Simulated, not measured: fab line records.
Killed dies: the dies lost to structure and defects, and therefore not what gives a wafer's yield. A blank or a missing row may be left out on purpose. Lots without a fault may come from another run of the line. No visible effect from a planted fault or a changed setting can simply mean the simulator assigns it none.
fab line records	flow sky130
record: lots: 5	wafers: 15	last-day: 49
route steps=708 shown SONOS_ONO@179 GATE_OXIDE@187 POLY_GATE@204 RES_PROTECT@206
lots that met no fault: taken from a fault-free run of the same line
start-h: the number of hours between the record's first day and the start of the first shown wafer of the lot	wait-h: hours from the lot's prior step to this one	" identical to the entry in the row above	L1.1+2: a single row standing in for several wafers	- no value, or no start was given	* or withheld: withheld	< > ~ a bound
route shown NAME@n: NAME is a module with steps in the file, n the number in the route of the first one	usual: mean/standard deviation taken from wafers without a fault	same: alike in all rows	chamber/n: place in a boat	sites: each site's reading	_std_site: the standard deviation of these	_edge_site: the outer-site mean with the inner-site mean subtracted	radius-mm: how far each site lies from the wafer's centre	mask NAME#n: copy n	behind: the last tool/chamber to shape the wafer	hold: why the lot went on hold/how many hours it stayed there/how the hold came to an end	device: the transistor (n, p or np) that didn't switch	end of line: at the end of the route, the tests of the same wafers	a step given without rows: its recipe and nothing more	killed: the dies lost at the first sort to structure and to defects; this is not the yield of the wafer	map: shows each die of a wafer: x if killed, . if not, _ if none is there
set.NAME: setting as actually run; set.NAME@STEP: the setting as run at that earlier step	model.NAME: the simulator's own value behind a step, which no gauge read
lots at selected steps of the route; one table per step, one row per wafer
services: from which hour (start-h, from the record's first day; less than 0 if before it) a tool's chamber was out of use, for how many hours, and why
== steps ==
step: SKY_SONOS_ONO_PEB_11
recipe: temp-c: withheld	time-s: *	resist: NOVOLAK
lot.wafer	tool	chamber	start-h	wait-h
L077.2+3+6	litho-track-03	0	-	-
L080.1+2+4	litho-track-03	0	-	-
L083.3+4+5	litho-track-04	0	-	-
L086.2+4+5	litho-track-03	0	-	-
L089.1+3+5	litho-track-04	0	-	-
step: SKY_SONOS_ONO_DEVELOP_12
recipe: develop-time-s: 62.71	dev-temp-c: 23
lot.wafer	tool	chamber	start-h	wait-h
L077.2+3+6	litho-track-03	0	304.06	0.1
L080.1+2+4	litho-track-03	0	324.43	0.1
L083.3+4+5	litho-track-04	0	348.18	0.1
L086.2+4+5	litho-track-03	0	378.36	0.1
L089.1+3+5	litho-track-04	0	409.43	0.1
step: SKY_SONOS_ONO_CD_MEAS_13
recipe: target-cd-nm: 410
usual: cd-nm: 409.7/2.1
lot.wafer	tool	chamber	start-h	wait-h	cd-nm
L077.2	cd-sem-02	-	304.23	0.1	407.2
L077.3	"	-	"	"	410.2
L077.6	"	-	"	"	412.0
L080.1	cd-sem-01	-	324.58	0.1	412.9
L080.2	"	-	"	"	412.5
L080.4	"	-	"	"	411.1
L083.3	cd-sem-02	-	348.32	0.1	406.2
L083.4	"	-	"	"	403.7
L083.5	"	-	"	"	405.2
L086.2	cd-sem-01	-	378.50	0.1	406.6
L086.4	"	-	"	"	405.8
L086.5	"	-	"	"	406.9
L089.1	cd-sem-01	-	409.58	0.1	408.1
L089.3	"	-	"	"	408.1
L089.5	"	-	"	"	407.3
step: SKY_SONOS_ONO_OVL_MEAS_14
usual: SONOS_ONO_OVL: 0.2/1.6
lot.wafer	tool	chamber	start-h	wait-h	SONOS_ONO_OVL[nm]
L077.2	overlay-02	-	304.33	0.1	2.1
L077.3	"	-	"	"	2.2
L077.6	"	-	"	"	1.0
L080.1	overlay-02	-	324.70	0.1	-0.1
L080.2	"	-	"	"	-0.9
L080.4	"	-	"	"	-1.6
L083.3	overlay-01	-	348.41	0.1	1.7
L083.4	"	-	"	"	1.3
L083.5	"	-	"	"	2.4
L086.2	overlay-02	-	378.61	0.1	-0.3
L086.4	"	-	"	"	0.4
L086.5	"	-	"	"	0.1
L089.1	overlay-01	-	409.70	0.1	0.3
L089.3	"	-	"	"	0.3
L089.5	"	-	"	"	-1.3
step: SKY_SONOS_ONO_ETCH_15
recipe: target-depth-nm: 19.52	chemistry: CHF3/O2	source-w: 600	bias-w: 200	pressure-mtorr: 40	chf3-flow-sccm: 50	O2_flow_sccm: 5	time-s: 7.8
usual: chf3-flow-sccm: 49.98/0.16	drypump-motor-current-A: 5.3/0.34	oes-product-au: 1.000/0.011	throttle-valve-pct: 8.825/0.01
lot.wafer	tool	chamber	start-h	wait-h	chf3-flow-sccm	drypump-motor-current-A	oes-product-au	rf-hours-counter-h	throttle-valve-pct
L077.2	rie-diel-03	1	304.36	0.0	50.25	5.5	0.978	117	8.805
L077.3	"	3	"	"	50.11	5.2	1.009	70	8.826
L077.6	"	1	"	"	50.17	5.5	0.991	-	8.828
L080.1	rie-diel-01	0	324.74	0.0	49.99	5.8	1.002	84	8.824
L080.2	"	2	"	"	50.14	5.1	0.998	105	8.820
L080.4	"	3	"	"	49.95	5.9	1.020	18	8.812
L083.3	rie-diel-03	0	348.44	0.0	50.18	5.2	1.007	1	8.832
L083.4	"	2	"	"	49.86	5.2	0.998	61	8.819
L083.5	"	0	"	"	50.04	5.3	0.998	-	8.830
L086.2	rie-diel-02	0	378.64	0.0	50.18	4.7	0.999	2	8.822
L086.4	"	3	"	"	49.89	4.7	1.002	4	8.817
L086.5	"	0	"	"	50.26	4.7	1.001	-	8.836
L089.1	rie-diel-02	1	409.74	0.0	50.04	5.3	0.982	8	8.825
L089.3	"	3	"	"	49.87	4.7	1.015	5	8.823
L089.5	"	3	"	"	50.11	4.7	1.011	-	8.824
step: SKY_SONOS_ONO_WET_ETCH_16
recipe: chemistry: dHF	target-depth-nm: 14	dry: n2-spin	target: SiO2	dilution: 100:1	temp-c: 25	time-s: 280
usual: bath-heat-duty-pct: 6.4/0.68
lot.wafer	tool	chamber	start-h	wait-h	bath-heat-duty-pct
L077.2	wet-bench-01	1	304.39	0.0	5.5
L077.3	"	1	"	"	5.9
L077.6	"	1	"	"	7.0
L080.1	wet-bench-01	0	324.76	0.0	6.7
L080.2	"	0	"	"	6.6
L080.4	"	0	"	"	5.8
L083.3	wet-bench-04	3	348.46	0.0	6.2
L083.4	"	3	"	"	6.4
L083.5	"	3	"	"	6.4
L086.2	wet-bench-01	1	378.66	0.0	5.6
L086.4	"	1	"	"	6.5
L086.5	"	1	"	"	6.8
L089.1	wet-bench-04	2	409.76	0.0	6.8
L089.3	"	2	"	"	6.4
L089.5	"	2	"	"	6.2
step: SKY_SONOS_ONO_STRIP_17
recipe: chemistry: O2/N2	power-w: 1400	pressure-mtorr: 1500	platen-temp-c: withheld	o2-flow-sccm: 3000	n2-flow-sccm: 300	overash-fraction: 0.5
usual: drypump-motor-current-A: 6.1/0.54	oes-product-au: 0.710/0.0044	strip-time-to-endpoint-s: 14.09/0.034
lot.wafer	tool	chamber	start-h	wait-h	drypump-motor-current-A	oes-product-au	rf-hours-counter-h	strip-time-to-endpoint-s
L077.2	plasma-asher-02	1	304.47	0.0	5.5	0.716	61	14.15
L077.3	"	0	"	"	6.8	0.711	-	14.17
L077.6	"	0	"	"	6.8	0.714	-	14.14
L080.1	plasma-asher-01	0	324.84	0.0	5.4	0.712	21	14.10
L080.2	"	1	"	"	6.4	0.712	21	14.13
L080.4	"	0	"	"	5.4	0.708	-	14.09
L083.3	plasma-asher-04	0	348.58	0.0	6.6	0.706	-	14.04
L083.4	"	1	"	"	5.8	0.711	-	14.08
L083.5	"	1	"	"	5.8	0.710	-	14.09
L086.2	plasma-asher-01	1	378.85	0.0	6.4	0.712	27	14.08
L086.4	"	0	"	"	5.4	0.713	-	14.05
L086.5	"	0	"	"	5.4	0.707	-	14.09
L089.1	plasma-asher-01	0	409.93	0.0	5.4	0.707	31	14.08
L089.3	"	1	"	"	6.4	0.707	-	14.07
L089.5	"	1	"	"	6.4	0.709	-	14.10
step: SKY_SONOS_ONO_WET_ETCH_18
recipe: chemistry: H3PO4	target-depth-nm: 15	target: Si3N4	temp-c: 160	time-s: 172
usual: bath-heat-duty-pct: 27.2/2
lot.wafer	tool	chamber	start-h	wait-h	bath-heat-duty-pct
L077.2	wet-bench-04	0	304.57	0.1	27.6
L077.3	"	0	"	"	27.9
L077.6	"	0	"	"	28.5
L080.1	wet-bench-01	1	324.94	0.1	24.0
L080.2	"	1	"	"	23.5
L080.4	"	1	"	"	25.1
L083.3	wet-bench-03	1	348.64	0.0	28.6
L083.4	"	1	"	"	30.2
L083.5	"	1	"	"	31.1
L086.2	wet-bench-03	3	378.95	0.1	27.7
L086.4	"	3	"	"	28.0
L086.5	"	3	"	"	26.3
L089.1	wet-bench-03	2	410.03	0.1	27.2
L089.3	"	2	"	"	26.1
L089.5	"	2	"	"	27.2
step: SKY_GATE_OXIDE_CLEAN_00
recipe: chemistry: SC1/SC2	mix: 1:4:20	temp-c: 70	time-s: 150	dry: n2-spin
usual: bath-heat-duty-pct: 13.0/1.2
lot.wafer	tool	chamber	start-h	wait-h	bath-heat-duty-pct
L077.2	wet-bench-01	2	304.63	0.0	12.3
L077.3	"	2	"	"	11.5
L077.6	"	2	"	"	12.6
L080.1	wet-bench-03	2	325.00	0.0	14.9
L080.2	"	2	"	"	14.0
L080.4	"	2	"	"	14.0
L083.3	wet-bench-01	1	348.70	0.0	12.4
L083.4	"	1	"	"	12.4
L083.5	"	1	"	"	12.4
L086.2	wet-bench-04	2	379.00	0.0	13.8
L086.4	"	2	"	"	13.9
L086.5	"	2	"	"	13.3
L089.1	wet-bench-04	2	410.14	0.0	14.0
L089.3	"	2	"	"	14.1
L089.5	"	2	"	"	14.0
step: SKY_GATE_OXIDE_OXIDATION_01
recipe: temp-c: 900	ambient: O2	stabilise-s: 600	purge-s: 300	target-thk-a: 102.68	ox-time-s: 1473
usual: ox-temp-c-max: 905.4/0.96	zone-power-bottom-pct: 26.7/1.6
lot.wafer	tool	chamber	start-h	wait-h	ox-temp-c-max	zone-power-bottom-pct
L077.2	furnace-01	0	306.99	2.3	904.7	26.0
L077.3	"	0	"	"	906.5	25.8
L077.6	"	0	"	"	903.9	25.7
L080.1	furnace-01	0	325.05	0.0	903.6	25.4
L080.2	"	0	"	"	904.0	26.4
L080.4	"	0	"	"	906.2	26.1
L083.3	furnace-02	0	349.57	0.8	904.9	29.4
L083.4	"	0	"	"	905.6	29.5
L083.5	"	0	"	"	904.5	29.5
L086.2	furnace-01	0	385.09	6.0	905.1	26.3
L086.4	"	0	"	"	904.9	26.2
L086.5	"	0	"	"	905.4	25.6
L089.1	furnace-01	0	415.67	5.4	905.4	25.9
L089.3	"	0	"	"	904.7	25.7
L089.5	"	0	"	"	904.9	25.5
step: SKY_GATE_OXIDE_THK_MEAS_02
recipe: reads: SiO2_of_GATE_OXIDE_OXIDATION_01
usual: GATE_OXIDE_OXIDATION_00_THK: 10.37/0.18
lot.wafer	tool	chamber	start-h	wait-h	GATE_OXIDE_OXIDATION_00_THK[nm]
L077.2	film-metro-04	-	308.41	0.0	10.19
L077.3	"	-	"	"	10.36
L077.6	"	-	"	"	10.17
L080.1	film-metro-02	-	326.46	0.0	10.19
L080.2	"	-	"	"	10.22
L080.4	"	-	"	"	10.16
L083.3	film-metro-02	-	351.00	0.0	10.12
L083.4	"	-	"	"	10.25
L083.5	"	-	"	"	10.06
L086.2	film-metro-04	-	386.51	0.0	10.41
L086.4	"	-	"	"	10.56
L086.5	"	-	"	"	10.47
L089.1	film-metro-02	-	417.08	0.0	10.63
L089.3	"	-	"	"	10.64
L089.5	"	-	"	"	10.55
step: SKY_GATE_OXIDE_DEHYDRATE_03
recipe: temp-c: 200	time-s: 60
lot.wafer	tool	chamber	start-h	wait-h
L077.2+3+6	litho-track-02	0	320.69	12.3
L080.1+2+4	litho-track-02	0	339.97	13.5
L083.3+4+5	litho-track-02	0	364.42	13.4
L086.2+4+5	litho-track-02	0	400.14	13.6
L089.1+3+5	litho-track-02	0	430.87	13.8
step: SKY_GATE_OXIDE_HMDS_04
recipe: prime-time-s: 60	prime-temp-c: 120
lot.wafer	tool	chamber	start-h	wait-h
L077.2+3+6	litho-track-02	0	320.84	0.1
L080.1+2+4	litho-track-02	0	340.12	0.1
L083.3+4+5	litho-track-02	0	364.57	0.1
L086.2+4+5	litho-track-02	0	400.29	0.1
L089.1+3+5	litho-track-02	0	431.02	0.1
step: SKY_GATE_OXIDE_COAT_05
recipe: resist: NOVOLAK	spin-rpm: 3000	resist-thk-nm: 1140
lot.wafer	tool	chamber	start-h	wait-h
L077.2+3+6	litho-track-02	0	320.99	0.1
L080.1+2+4	litho-track-02	0	340.27	0.1
L083.3+4+5	litho-track-02	0	364.72	0.1
L086.2+4+5	litho-track-02	0	400.44	0.1
L089.1+3+5	litho-track-02	0	431.17	0.1
step: SKY_GATE_OXIDE_SOFTBAKE_06
recipe: temp-c: 90	time-s: 60	resist: NOVOLAK
lot.wafer	tool	chamber	start-h	wait-h
L077.2+3+6	litho-track-02	0	321.14	0.1
L080.1+2+4	litho-track-02	0	340.42	0.1
L083.3+4+5	litho-track-02	0	364.87	0.1
L086.2+4+5	litho-track-02	0	400.59	0.1
L089.1+3+5	litho-track-02	0	431.32	0.1
step: SKY_GATE_OXIDE_EXPOSE_07
recipe: mask-id: LVOM	na: 0.6	source-shape: conventional	sigma-outer: 0.6	polarization: unpolarized	target-cd-nm: 600	dose-mj: 170
same: na: 0.6
lot.wafer	tool	chamber	start-h	wait-h	mask
L077.2+3+6	iline-stepper-01	0	-	-	LVOM#0
L080.1+2+4	iline-stepper-02	0	-	-	LVOM#0
L083.3+4+5	iline-stepper-01	0	-	-	LVOM#0
L086.2+4+5	iline-stepper-01	0	-	-	LVOM#0
L089.1+3+5	iline-stepper-02	0	-	-	LVOM#0
step: SKY_GATE_OXIDE_PEB_08
recipe: temp-c: withheld	time-s: *	resist: NOVOLAK
lot.wafer	tool	chamber	start-h	wait-h
L077.2+3+6	litho-track-02	0	-	-
L080.1+2+4	litho-track-01	0	-	-
L083.3+4+5	litho-track-01	0	-	-
L086.2+4+5	litho-track-03	0	-	-
L089.1+3+5	litho-track-03	0	-	-
step: SKY_GATE_OXIDE_DEVELOP_09
recipe: resist: NOVOLAK	developer: TMAH	develop-time-s: 60	dev-temp-c: 23
lot.wafer	tool	chamber	start-h	wait-h
L077.2+3+6	litho-track-02	0	333.79	0.1
L080.1+2+4	litho-track-01	0	353.91	0.1
L083.3+4+5	litho-track-01	0	379.06	0.1
L086.2+4+5	litho-track-03	0	414.11	0.1
L089.1+3+5	litho-track-03	0	446.63	0.1
step: SKY_GATE_OXIDE_OVL_MEAS_10
usual: GATE_OXIDE_OVL: -0.4/1.3
lot.wafer	tool	chamber	start-h	wait-h	GATE_OXIDE_OVL[nm]
L077.2	overlay-02	-	333.93	0.1	-0.2
L077.3	"	-	"	"	-0.2
L077.6	"	-	"	"	-1.3
L080.1	overlay-01	-	354.06	0.1	0.4
L080.2	"	-	"	"	-2.7
L080.4	"	-	"	"	0.2
L083.3	overlay-02	-	379.17	0.1	-0.2
L083.4	"	-	"	"	-0.3
L083.5	"	-	"	"	-1.2
L086.2	overlay-01	-	414.24	0.1	0.0
L086.4	"	-	"	"	-0.7
L086.5	"	-	"	"	1.5
L089.1	overlay-02	-	446.78	0.1	1.0
L089.3	"	-	"	"	3.6
L089.5	"	-	"	"	1.6
step: SKY_GATE_OXIDE_IMPLANT_11
recipe: species: B	energy-kev: 10	dose-cm2: 2.6e+12	tilt-deg: withheld
lot.wafer	tool	chamber	start-h	wait-h
L077.2+3+6	implanter-04	0	333.98	0.0
L080.1+2+4	implanter-04	0	354.10	0.0
L083.3+4+5	implanter-02	0	379.25	0.1
L086.2+4+5	implanter-04	0	414.29	0.0
L089.1+3+5	implanter-02	0	446.82	0.0
step: SKY_GATE_OXIDE_WET_ETCH_12
recipe: chemistry: dHF	target-depth-nm: 16.8	dry: n2-spin	target: SiO2	dilution: 100:1	temp-c: 25	time-s: 336
usual: bath-heat-duty-pct: 6.2/0.84
lot.wafer	tool	chamber	start-h	wait-h	bath-heat-duty-pct
L077.2	wet-bench-01	2	334.11	0.1	5.3
L077.3	"	2	"	"	5.1
L077.6	"	2	"	"	5.1
L080.1	wet-bench-01	0	354.25	0.1	5.7
L080.2	"	0	"	"	5.8
L080.4	"	0	"	"	6.2
L083.3	wet-bench-03	2	379.35	0.1	6.7
L083.4	"	2	"	"	6.7
L083.5	"	2	"	"	6.3
L086.2	wet-bench-01	2	414.42	0.1	4.7
L086.4	"	2	"	"	4.8
L086.5	"	2	"	"	4.0
L089.1	wet-bench-01	3	446.97	0.1	7.3
L089.3	"	3	"	"	7.9
L089.5	"	3	"	"	6.5
step: SKY_GATE_OXIDE_STRIP_13
recipe: chemistry: O2/N2	power-w: 1400	pressure-mtorr: 1500	platen-temp-c: withheld	o2-flow-sccm: 3000	n2-flow-sccm: 300	overash-fraction: 0.5
usual: drypump-motor-current-A: 6.0/0.47	oes-product-au: 0.715/0.0049	strip-time-to-endpoint-s: 14.17/0.04
lot.wafer	tool	chamber	start-h	wait-h	drypump-motor-current-A	oes-product-au	rf-hours-counter-h	strip-time-to-endpoint-s
L077.2	plasma-asher-04	0	334.22	0.0	6.5	0.718	50	14.20
L077.3	"	1	"	"	5.8	0.703	-	14.17
L077.6	"	1	"	"	5.8	0.725	-	14.21
L080.1	plasma-asher-02	1	354.35	0.0	5.5	0.715	66	14.20
L080.2	"	0	"	"	6.8	0.716	66	14.20
L080.4	"	0	"	"	6.8	0.714	-	14.21
L083.3	plasma-asher-02	0	379.48	0.0	6.8	0.715	-	14.19
L083.4	"	1	"	"	5.5	0.715	-	14.25
L083.5	"	1	"	"	5.5	0.723	-	14.22
L086.2	plasma-asher-02	1	414.52	0.0	5.5	0.715	72	14.14
L086.4	"	1	"	"	5.5	0.717	-	14.13
L086.5	"	0	"	"	6.8	0.712	-	14.17
L089.1	plasma-asher-04	0	447.09	0.0	6.6	0.724	62	14.15
L089.3	"	1	"	"	5.8	0.719	-	14.12
L089.5	"	0	"	"	6.6	0.717	-	14.08
step: SKY_GATE_OXIDE_TW_MEAS_14
usual: GATE_OXIDE_TW: 224.0/1.2
lot.wafer	tool	chamber	start-h	wait-h	GATE_OXIDE_TW
L077.2	film-metro-03	-	334.33	0.1	225.1
L077.3	"	-	"	"	225.2
L077.6	"	-	"	"	225.7
L080.1	film-metro-03	-	354.45	0.1	224.4
L080.2	"	-	"	"	223.5
L080.4	"	-	"	"	223.8
L083.3	film-metro-02	-	379.57	0.1	223.8
L083.4	"	-	"	"	223.8
L083.5	"	-	"	"	223.5
L086.2	film-metro-03	-	414.63	0.1	223.4
L086.4	"	-	"	"	223.5
L086.5	"	-	"	"	225.4
L089.1	film-metro-04	-	447.19	0.1	225.6
L089.3	"	-	"	"	226.6
L089.5	"	-	"	"	226.4
step: SKY_GATE_OXIDE_CLEAN_15
recipe: chemistry: SC1/SC2	mix: 1:4:20	temp-c: 70	time-s: 150	dry: n2-spin
usual: bath-heat-duty-pct: 13.8/1
lot.wafer	tool	chamber	start-h	wait-h	bath-heat-duty-pct
L077.2	wet-bench-04	2	334.38	0.0	13.0
L077.3	"	2	"	"	14.0
L077.6	"	2	"	"	13.1
L080.1	wet-bench-01	3	354.51	0.1	15.9
L080.2	"	3	"	"	15.2
L080.4	"	3	"	"	14.8
L083.3	wet-bench-04	1	379.61	0.0	14.4
L083.4	"	1	"	"	14.5
L083.5	"	1	"	"	14.4
L086.2	wet-bench-03	2	414.68	0.0	14.1
L086.4	"	2	"	"	14.7
L086.5	"	2	"	"	13.9
L089.1	wet-bench-03	2	447.25	0.1	12.8
L089.3	"	2	"	"	14.9
L089.5	"	2	"	"	14.0
step: SKY_GATE_OXIDE_OXIDATION_16
recipe: temp-c: 800	ambient: O2	idle-temp-c: 700	ramp-up-c-per-min: 10	ramp-down-c-per-min: 3	stabilise-s: 600	purge-s: 300	target-thk-a: 35.7	ox-time-s: 1915
usual: ox-temp-c-max: 804.8/0.93	zone-power-bottom-pct: 21.5/1.4
lot.wafer	tool	chamber	start-h	wait-h	ox-temp-c-max	zone-power-bottom-pct
L077.2	furnace-01	0	335.12	0.7	805.8	19.9
L077.3	"	0	"	"	805.8	20.3
L077.6	"	0	"	"	805.1	20.2
L080.1	furnace-02	0	354.56	0.0	803.9	22.9
L080.2	"	0	"	"	804.8	22.7
L080.4	"	0	"	"	804.0	22.6
L083.3	furnace-01	0	386.50	6.8	806.7	20.1
L083.4	"	0	"	"	804.5	20.0
L083.5	"	0	"	"	803.9	20.1
L086.2	furnace-02	0	419.65	4.9	806.0	22.7
L086.4	"	0	"	"	806.2	23.1
L086.5	"	0	"	"	804.4	23.1
L089.1	furnace-02	0	449.33	2.0	805.8	22.7
L089.3	"	0	"	"	806.6	23.5
L089.5	"	0	"	"	805.9	22.8
step: SKY_POLY_GATE_CVD_00
recipe: material: poly-Si	target-thk-nm: 180	temp-c: 620	time-s: 720	pressure-mtorr: 200
usual: zone-power-bottom-pct: 12.9/0.51
lot.wafer	tool	chamber	start-h	wait-h	zone-power-bottom-pct
L077.2	lpcvd-01	1	336.65	0.0	12.6
L077.3	"	1	"	"	12.4
L077.6	"	1	"	"	12.4
L080.1	lpcvd-01	0	356.09	0.0	13.5
L080.2	"	0	"	"	13.5
L080.4	"	0	"	"	13.5
L083.3	lpcvd-01	1	388.03	0.0	12.3
L083.4	"	1	"	"	12.4
L083.5	"	1	"	"	12.3
L086.2	lpcvd-01	1	421.18	0.0	12.2
L086.4	"	1	"	"	12.3
L086.5	"	1	"	"	12.7
L089.1	lpcvd-01	0	450.86	0.0	13.3
L089.3	"	0	"	"	13.5
L089.5	"	0	"	"	13.4
step: SKY_POLY_GATE_THK_MEAS_01
recipe: reads: poly-Si_of_POLY_GATE_CVD_00
usual: POLY_GATE_CVD_00_THK: 180.6/1.6
lot.wafer	tool	chamber	start-h	wait-h	POLY_GATE_CVD_00_THK[nm]
L077.2	film-metro-03	-	337.86	0.0	178.9
L077.3	"	-	"	"	179.8
L077.6	"	-	"	"	179.7
L080.1	film-metro-01	-	357.89	0.0	179.2
L080.2	"	-	"	"	178.1
L080.4	"	-	"	"	178.3
L083.3	film-metro-02	-	389.25	0.0	181.8
L083.4	"	-	"	"	181.1
L083.5	"	-	"	"	181.7
L086.2	film-metro-01	-	422.39	0.0	179.7
L086.4	"	-	"	"	180.2
L086.5	"	-	"	"	180.2
L089.1	film-metro-01	-	452.06	0.0	179.0
L089.3	"	-	"	"	180.3
L089.5	"	-	"	"	180.7
step: SKY_RES_PROTECT_DEHYDRATE_00
recipe: temp-c: 200	time-s: 60
lot.wafer	tool	chamber	start-h	wait-h
L077.2+3+6	litho-track-03	0	350.51	12.6
L080.1+2+4	litho-track-04	0	371.53	13.6
L083.3+4+5	litho-track-03	0	402.63	13.4
L086.2+4+5	litho-track-04	0	436.15	13.8
L089.1+3+5	litho-track-01	0	466.51	14.4
step: SKY_RES_PROTECT_HMDS_01
recipe: prime-time-s: 60	prime-temp-c: 120
lot.wafer	tool	chamber	start-h	wait-h
L077.2+3+6	litho-track-03	0	350.66	0.1
L080.1+2+4	litho-track-04	0	371.68	0.1
L083.3+4+5	litho-track-03	0	402.78	0.1
L086.2+4+5	litho-track-04	0	436.30	0.1
L089.1+3+5	litho-track-01	0	466.66	0.1
step: SKY_RES_PROTECT_COAT_02
recipe: resist: NOVOLAK	spin-rpm: 3000	resist-thk-nm: 1140
lot.wafer	tool	chamber	start-h	wait-h
L077.2+3+6	litho-track-03	0	350.81	0.1
L080.1+2+4	litho-track-04	0	371.83	0.1
L083.3+4+5	litho-track-03	0	402.93	0.1
L086.2+4+5	litho-track-04	0	436.45	0.1
L089.1+3+5	litho-track-01	0	466.81	0.1
== services ==
tool	chamber	start-h	hours	kind
implanter-02	-	292.70	2.7	pm
implanter-02	-	295.40	3.0	pm
iline-stepper-02	-	308.74	5.4	repair
furnace-02	-	324.81	2.2	repair
wet-bench-04	-	340.91	1.9	pm
implanter-02	-	351.64	3.7	repair
iline-stepper-01	-	353.22	1.8	repair
furnace-02	-	357.27	3.3	pm
furnace-02	-	364.58	3.7	pm
furnace-02	-	368.30	48.6	pm
plasma-asher-04	-	370.86	3.6	repair
rie-diel-03	3	375.41	8.8	repair
wet-bench-01	-	375.79	0.5	repair
iline-stepper-02	-	379.58	1.7	pm
implanter-04	-	395.55	2.5	repair
rie-diel-03	0	404.60	2.7	repair
lpcvd-01	-	405.45	0.7	repair
rie-diel-03	-	411.19	0.4	repair
rie-diel-03	0	420.99	1.6	repair
plasma-asher-02	-	421.32	9.0	pm
iline-stepper-01	-	427.33	1.7	pm
furnace-01	-	436.77	4.3	pm
lpcvd-01	-	459.16	28.1	pm
wet-bench-03	-	462.89	2.6	repair
== key ==
fault none
